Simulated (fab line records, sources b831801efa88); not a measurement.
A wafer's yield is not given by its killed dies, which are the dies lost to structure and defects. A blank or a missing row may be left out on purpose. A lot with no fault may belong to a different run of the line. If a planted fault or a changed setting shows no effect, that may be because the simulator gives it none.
2 desks looking at one fault || flow sky130 || what lay behind the numbers comes last; until then each desk has only its own

## THE METROLOGY DESK
What the gauges read for every lot (on any tool): the sampled wafers with a number, averaged. Any lot whose mean is over 4 standard deviations away from the usual mean is out of limits and marked OUT; that distance is given in the brackets.
Columns: A = SPACER_CVD_00_THK at SKY_SPACER_THK_MEAS_01, usual 43.2 nm; B = SD_N_RS at SKY_SD_N_RS_MEAS_16, usual 68.59 ohm/sq; C = cdNm at SKY_LI_CONTACT_CD_MEAS_12, usual 169.8 nm
{"lot": "L720", "first seen here": "day 24 08:05", "A": 42.6, "B": 68.58, "C": 168.9}
{"lot": "L719", "first seen here": "day 24 09:17", "A": 43.3, "B": 68.66, "C": 168.9}
{"lot": "L721", "first seen here": "day 24 16:20", "A": 43.7, "B": 68.40, "C": 170.6}
{"lot": "L723", "first seen here": "day 25 00:13", "A": 43.8, "B": 68.54, "C": 170.8}
{"lot": "L724", "first seen here": "day 25 00:13", "A": 43.1, "B": 68.73, "C": 172.8}
{"lot": "L725", "first seen here": "day 25 18:47", "A": 43.2, "B": 68.63, "C": 170.0}
{"lot": "L726", "first seen here": "day 26 10:16", "A": 42.8, "B": 68.46, "C": 170.3}
{"lot": "L728", "first seen here": "day 26 18:02", "A": 42.8, "B": 68.63, "C": 169.6}
{"lot": "L731", "first seen here": "day 27 20:49", "A": 43.5, "B": 68.48, "C": 169.4}
{"lot": "L735", "first seen here": "day 29 04:37", "A": 43.2, "B": "51.73 (-99 or more) OUT", "C": "-"}
{"lot": "L738", "first seen here": "day 30 00:28", "A": 43.5, "B": "51.82 (-99 or more) OUT", "C": "-"}
{"lot": "L741", "first seen here": "day 32 05:19", "A": 43.2, "B": 68.46, "C": 169.1}
This desk's finding: out of limits on L735, L738; first on L735, day 33 18:13 (SD_N_RS at SKY_SD_N_RS_MEAS_16). L720, L719, L721, L723, L724, L725, L726, L728, L731, L741: within limits.

## THE TOOL OWNER'S DESK: rtpAnneal-02
At SKY_SD_N_RTA_14 (time 2 s), the tool's own readings, given per lot that ran on this tool as the mean of the sampled wafers with a number. Any lot whose mean is over 4 standard deviations away from the usual mean is out of limits and marked OUT; that distance is given in the brackets.
Columns: A = chamberO2Ppm at SKY_SD_N_RTA_14, usual 2.001; B = lampPowerPct at SKY_SD_N_RTA_14, usual 15.74 %; C = wafer_temp_C_max at SKY_SD_N_RTA_14, usual 1078.1
{"lot": "L720", "first seen here": "day 29 06:11", "A": 2.022, "B": 15.69, "C": 1077.1}
{"lot": "L723", "first seen here": "day 29 20:49", "A": 1.997, "B": 15.73, "C": 1078.1}
{"lot": "L725", "first seen here": "day 30 15:37", "A": 2.001, "B": 15.73, "C": 1079.3}
{"lot": "L726", "first seen here": "day 31 06:17", "A": 2.017, "B": 15.74, "C": 1080.0}
{"lot": "L731", "first seen here": "day 32 11:55", "A": 1.998, "B": 15.68, "C": 1077.1}
{"lot": "L735", "first seen here": "day 33 18:01", "A": 2.000, "B": 15.73, "C": 1077.8}
{"lot": "L738", "first seen here": "day 34 14:33", "A": 2.026, "B": 15.79, "C": 1079.3}
This desk's verdict: no lot among the 7 shows anything out of limits.

## ALL TOGETHER
The metrology desk could have raised an alarm at day 33 18:13, on L735, L738.
The tool owner's desk saw nothing out of limits.
Tool owner's desk: L735, L738 on record, inside its limits.
SKY_SD_N_RTA_14 was run on rtpAnneal-02 by each of the lots named.

## WHAT WAS PUT IN BY THE SIMULATOR
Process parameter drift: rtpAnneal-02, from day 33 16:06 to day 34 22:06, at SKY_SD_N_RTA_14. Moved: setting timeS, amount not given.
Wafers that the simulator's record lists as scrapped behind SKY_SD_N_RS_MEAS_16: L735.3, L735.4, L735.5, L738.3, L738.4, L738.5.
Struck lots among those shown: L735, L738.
Time in hours between the start of the fault and the first out-of-limits reading at each desk: metrology desk, 2.
